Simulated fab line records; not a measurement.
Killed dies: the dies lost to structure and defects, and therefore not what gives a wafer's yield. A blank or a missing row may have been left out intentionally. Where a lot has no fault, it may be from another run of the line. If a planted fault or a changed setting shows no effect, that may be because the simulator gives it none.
Which tool did it? || flow gf180mcu || Sampling: 11 lots, 33 wafers, 3 of 602 route steps

== WHAT EACH GAUGE READ, for each wafer ==
GF_M2_RS_MEAS_05: a four-point-probe measurement. Usual: M2_ALCU_RS gives 0.0697 ohm/sq (standard deviation 0.00064).
{"lot": "L335", "measured": "day 18 10:25", "on": "filmMetro-02", "M2_ALCU_RS (ohm/sq)": "0.0715 0.0708 0.0705", "flag": ""}
{"lot": "L337", "measured": "day 19 10:25", "on": "filmMetro-02", "M2_ALCU_RS (ohm/sq)": "0.0703 0.0703 0.0700", "flag": ""}
{"lot": "L339", "measured": "day 20 04:38", "on": "filmMetro-04", "M2_ALCU_RS (ohm/sq)": "0.0702 0.0695 0.0698", "flag": ""}
{"lot": "L340", "measured": "day 20 14:44", "on": "filmMetro-04", "M2_ALCU_RS (ohm/sq)": "0.0690 0.0694 0.0698", "flag": ""}
{"lot": "L343", "measured": "day 21 21:42", "on": "filmMetro-04", "M2_ALCU_RS (ohm/sq)": "0.0686 0.0693 0.0692", "flag": ""}
{"lot": "L344", "measured": "day 22 05:18", "on": "filmMetro-02", "M2_ALCU_RS (ohm/sq)": "0.0701 0.0695 0.0700", "flag": ""}
{"lot": "L351", "measured": "day 24 09:57", "on": "filmMetro-04", "M2_ALCU_RS (ohm/sq)": "0.0697 0.0695 0.0692", "flag": ""}
{"lot": "L352", "measured": "day 24 19:08", "on": "filmMetro-02", "M2_ALCU_RS (ohm/sq)": "0.0703 0.0700 0.0705", "flag": ""}
{"lot": "L354", "measured": "day 25 11:59", "on": "filmMetro-02", "M2_ALCU_RS (ohm/sq)": "0.0703 0.0702 0.0703", "flag": ""}
{"lot": "L355", "measured": "day 25 14:20", "on": "filmMetro-04", "M2_ALCU_RS (ohm/sq)": "0.0696 0.0698 0.0708", "flag": ""}
{"lot": "L356", "measured": "day 25 21:50", "on": "filmMetro-02", "M2_ALCU_RS (ohm/sq)": "0.0691 0.0690 0.0692", "flag": ""}

GF_V2_THK_MEAS_03. Usual: V2_CVD_02_THK gives 853 nm (standard deviation 9.7).
{"lot": "L335", "measured": "day 19 11:11", "on": "filmMetro-02", "V2_CVD_02_THK (nm)": "847 857 847", "flag": ""}
{"lot": "L337", "measured": "day 20 11:29", "on": "filmMetro-02", "V2_CVD_02_THK (nm)": "847 852 862", "flag": ""}
{"lot": "L339", "measured": "day 21 05:02", "on": "filmMetro-02", "V2_CVD_02_THK (nm)": "840 841 865", "flag": ""}
{"lot": "L340", "measured": "day 21 16:17", "on": "filmMetro-01", "V2_CVD_02_THK (nm)": "862 874 823 861 874 824", "flag": ""}
{"lot": "L343", "measured": "day 22 21:16", "on": "filmMetro-02", "V2_CVD_02_THK (nm)": "852 865 822 853 865 821", "flag": ""}
{"lot": "L344", "measured": "day 23 05:26", "on": "filmMetro-03", "V2_CVD_02_THK (nm)": "853 855 863", "flag": ""}
{"lot": "L351", "measured": "day 25 08:16", "on": "filmMetro-03", "V2_CVD_02_THK (nm)": "843 850 846", "flag": ""}
{"lot": "L352", "measured": "day 25 17:24", "on": "filmMetro-03", "V2_CVD_02_THK (nm)": "848 845 855", "flag": ""}
{"lot": "L354", "measured": "day 26 10:11", "on": "filmMetro-02", "V2_CVD_02_THK (nm)": "850 844 862", "flag": ""}
{"lot": "L355", "measured": "day 26 11:50", "on": "filmMetro-03", "V2_CVD_02_THK (nm)": "841 828 843", "flag": ""}
{"lot": "L356", "measured": "day 26 20:08", "on": "filmMetro-02", "V2_CVD_02_THK (nm)": "845 866 867", "flag": ""}

== EACH LOT AND THE TOOL THAT RAN IT (in order: tool; ch and the chambers of the sampled wafers; start) ==
{"lot": "L335", "GF_V2_CVD_02": "pecvd-01 ch 0,1,2, day 19 11:07"}
{"lot": "L337", "GF_V2_CVD_02": "pecvd-03 ch 0,1,2, day 20 11:25"}
{"lot": "L339", "GF_V2_CVD_02": "pecvd-02 ch 1,2, day 21 04:58"}
{"lot": "L340", "GF_V2_CVD_02": "pecvd-02 ch 0,1,2, day 21 16:14"}
{"lot": "L343", "GF_V2_CVD_02": "pecvd-02 ch 0,1,2, day 22 21:11"}
{"lot": "L344", "GF_V2_CVD_02": "pecvd-03 ch 0,1, day 23 05:22"}
{"lot": "L351", "GF_V2_CVD_02": "pecvd-02 ch 0,2, day 25 08:11"}
{"lot": "L352", "GF_V2_CVD_02": "pecvd-02 ch 0,1, day 25 17:20"}
{"lot": "L354", "GF_V2_CVD_02": "pecvd-02 ch 0,1,2, day 26 10:05"}
{"lot": "L355", "GF_V2_CVD_02": "pecvd-03 ch 1,2, day 26 11:46"}
{"lot": "L356", "GF_V2_CVD_02": "pecvd-01 ch 0,1,2, day 26 20:04"}
- GF_V2_CVD_02: deposits SiO2 from TEOS, target thk 850 nm, time 94.851 s.

== WHAT THE TOOLS THEMSELVES READ (means of the sampled wafers that have a number; where no wafer has one, the mark that the record gives instead) ==
GF_V2_CVD_02. Usual: heaterPowerW 710 W, standard deviation 89; rfFwdPowerW 596.1 W, standard deviation 2.1.
{"lot": "L335", "tool": "pecvd-01", "heaterPowerW (W)": 775, "rfFwdPowerW (W)": 596.5, "flag": ""}
{"lot": "L337", "tool": "pecvd-03", "heaterPowerW (W)": 653, "rfFwdPowerW (W)": 595.5, "flag": ""}
{"lot": "L339", "tool": "pecvd-02", "heaterPowerW (W)": 688, "rfFwdPowerW (W)": 596.6, "flag": ""}
{"lot": "L340", "tool": "pecvd-02", "heaterPowerW (W)": 729, "rfFwdPowerW (W)": 563.1, "flag": "OFF"}
{"lot": "L343", "tool": "pecvd-02", "heaterPowerW (W)": 726, "rfFwdPowerW (W)": 565.1, "flag": "OFF"}
{"lot": "L344", "tool": "pecvd-03", "heaterPowerW (W)": 673, "rfFwdPowerW (W)": 596.7, "flag": ""}
{"lot": "L351", "tool": "pecvd-02", "heaterPowerW (W)": 722, "rfFwdPowerW (W)": 593.8, "flag": ""}
{"lot": "L352", "tool": "pecvd-02", "heaterPowerW (W)": 699, "rfFwdPowerW (W)": 598.6, "flag": ""}
{"lot": "L354", "tool": "pecvd-02", "heaterPowerW (W)": 746, "rfFwdPowerW (W)": 596.7, "flag": ""}
{"lot": "L355", "tool": "pecvd-03", "heaterPowerW (W)": 703, "rfFwdPowerW (W)": 596.4, "flag": ""}
{"lot": "L356", "tool": "pecvd-01", "heaterPowerW (W)": 751, "rfFwdPowerW (W)": 597.4, "flag": ""}

== THE ANSWER, worked out from the rows above alone ==
Rule: a lot counts as off when the mean over its wafers that have a number is more than 3 standard deviations away from the usual mean. A lot without any number at a reading at which 4 lots or more have one is off too. All remaining lots with rows at the step are treated as sound. First the gauges in route order, then the tools' own readings, where a lot's mean is used as printed above. The first step at which some lot is off is used, and at that step the reading that is off furthest; a lot without a number counts as furthest.
Off at GF_V2_CVD_02 (rfFwdPowerW): L340, L343.
A tool fits if, at that step or a process step before it, it ran every lot that is off, and no sound lot after the first of them. Not one of the candidates tried fits.

== WHAT HAD BEEN PUT IN BY THE SIMULATOR ==
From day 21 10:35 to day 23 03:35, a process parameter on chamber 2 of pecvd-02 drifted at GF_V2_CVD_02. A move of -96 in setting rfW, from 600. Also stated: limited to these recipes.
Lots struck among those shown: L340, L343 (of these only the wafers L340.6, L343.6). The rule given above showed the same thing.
